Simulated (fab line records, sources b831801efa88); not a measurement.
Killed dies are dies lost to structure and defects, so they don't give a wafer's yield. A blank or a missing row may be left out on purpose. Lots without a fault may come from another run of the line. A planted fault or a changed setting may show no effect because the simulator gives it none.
A struck lot beside a sound one | flow sfq_line | 14 steps out of a route of 325
Sound: wafers L863.3, L863.4, L863.6. Struck: wafers L875.1, L875.2, L875.3. The cause comes at the end.
At each step with rows: each side's tool, then ch and its chambers, then its first start. Under that, the readings that differ: sound wafers | struck wafers | difference of the means | sigmas: that difference in standard deviations of wafers without a fault.
alike: readings whose means differ by less than 2 such deviations, and words and numbers that are the same on both sides. not compared: withheld readings, readings that some wafer has no value for, bounds like >300 that may hide the same value, and numbers for which the record gives no deviation and whose values overlap.
The two part at a step that has a row with sigmas, a row that says differs or no value, or rows on one side only. Numbers that don't overlap but have no deviation are shown without sigmas and don't part them. A reading that every wafer of one side lacks parts them only if that side has two wafers or more.

SFQ_INCOMING_BOW_MEAS_900:
  sound on film_metro-01, day 2 21:02; struck on film_metro-01, day 5 09:00
  alike: INCOMING_BOW
then, 1 step without rows for these wafers: SFQ_TRILAYER_INCOMING_OXIDATION_002 (target thk 500 nm, ox time 4939 s).
SFQ_TRILAYER_L0_DEP_SPUTTER_003: material MoNx KI, target thk 40 nm, time 100 s.
  sound on pvd_sputter-03, day 2 23:29; struck on pvd_sputter-03, day 5 11:29
  alike: throttle_valve_pct
SFQ_L0_RS_MEAS_901: measures by four-point-probe.
  sound on film_metro-02, day 2 23:36; struck on film_metro-02, day 5 11:34
  reading                | sound          | struck         | difference | sigmas
  L0_MONX_KI_RS (ohm/sq) | 43.3 43.2 42.6 | 44.0 43.7 43.8 | +0.8       | +2
SFQ_L0_THK_MEAS_902: measures by xrf.
  sound on film_metro-02, day 2 23:42; struck on film_metro-02, day 5 11:41
  alike: L0_MONX_KI_THK
then, 6 steps without rows for these wafers: SFQ_TRILAYER_L0_LITHO_COAT_010 (resist thk 62 nm); SFQ_TRILAYER_L0_LITHO_COAT_005 (resist thk 600 nm); SFQ_TRILAYER_L0_LITHO_SOFTBAKE_009; SFQ_TRILAYER_L0_LITHO_EXPOSE_006 (exposes mask L0, target cd 2000 nm); SFQ_TRILAYER_L0_LITHO_PEB_008 (peb time 60 s); SFQ_TRILAYER_L0_LITHO_DEVELOP_007 (time 60 s).
-- the record jumps here: 2 days lie between the struck wafers' starts before and after --
SFQ_TRILAYER_L0_BARC_OPEN_METAL_ETCH_010: etches BARC in O2, target depth 125 nm, time 41.7 s.
  sound on rie_metal-02 ch 0,1, day 5 00:32; struck on rie_metal-03 ch 0,1, day 7 16:13
  alike: drypump_motor_current_A, oes_product_au
  not compared: rf_hours_counter_h
SFQ_TRILAYER_L0_ETCH_METAL_ETCH_008: etches MoNx KI in SF6/O2, stops on SiO2, target depth 50 nm, time 25 s.
  sound on rie_metal-02 ch 0,1, day 5 00:35; struck on rie_metal-03 ch 0,1, day 7 16:17
  reading                                                   | sound             | struck            | difference | sigmas
  model.KrF_of_TRILAYER_L0_LITHO_COAT_005.thk_nm (nm)       | 482.9 483.1 483.1 | 462.9 463.1 463.1 | -20.0      |
  model.L0.feature_depth_nm (nm)                            | 40.18 40.4 40.81  | 44.24 44.41 44.31 | +3.86      |
  model.SiO2_of_TRILAYER_INCOMING_OXIDATION_002.thk_nm (nm) | 495.2 492.6 498.1 | 475.8 479 472.7   | -19.5      |
  alike: drypump_motor_current_A, oes_product_au
  not compared: rf_hours_counter_h
SFQ_TRILAYER_L0_STRIP_STRIP_009: strips in O2.
  sound on rie_metal-02 ch 0,1, day 5 00:49; struck on rie_metal-03 ch 0,1, day 7 16:19
  alike: drypump_motor_current_A, oes_product_au
  not compared: rf_hours_counter_h

WHERE THEY PART
Only at SFQ_L0_RS_MEAS_901, within this record. Later steps at which nothing parts them and some readings are alike: SFQ_L0_THK_MEAS_902, SFQ_TRILAYER_L0_BARC_OPEN_METAL_ETCH_010, SFQ_TRILAYER_L0_ETCH_METAL_ETCH_008, SFQ_TRILAYER_L0_STRIP_STRIP_009.

WHY: what the simulator had put in
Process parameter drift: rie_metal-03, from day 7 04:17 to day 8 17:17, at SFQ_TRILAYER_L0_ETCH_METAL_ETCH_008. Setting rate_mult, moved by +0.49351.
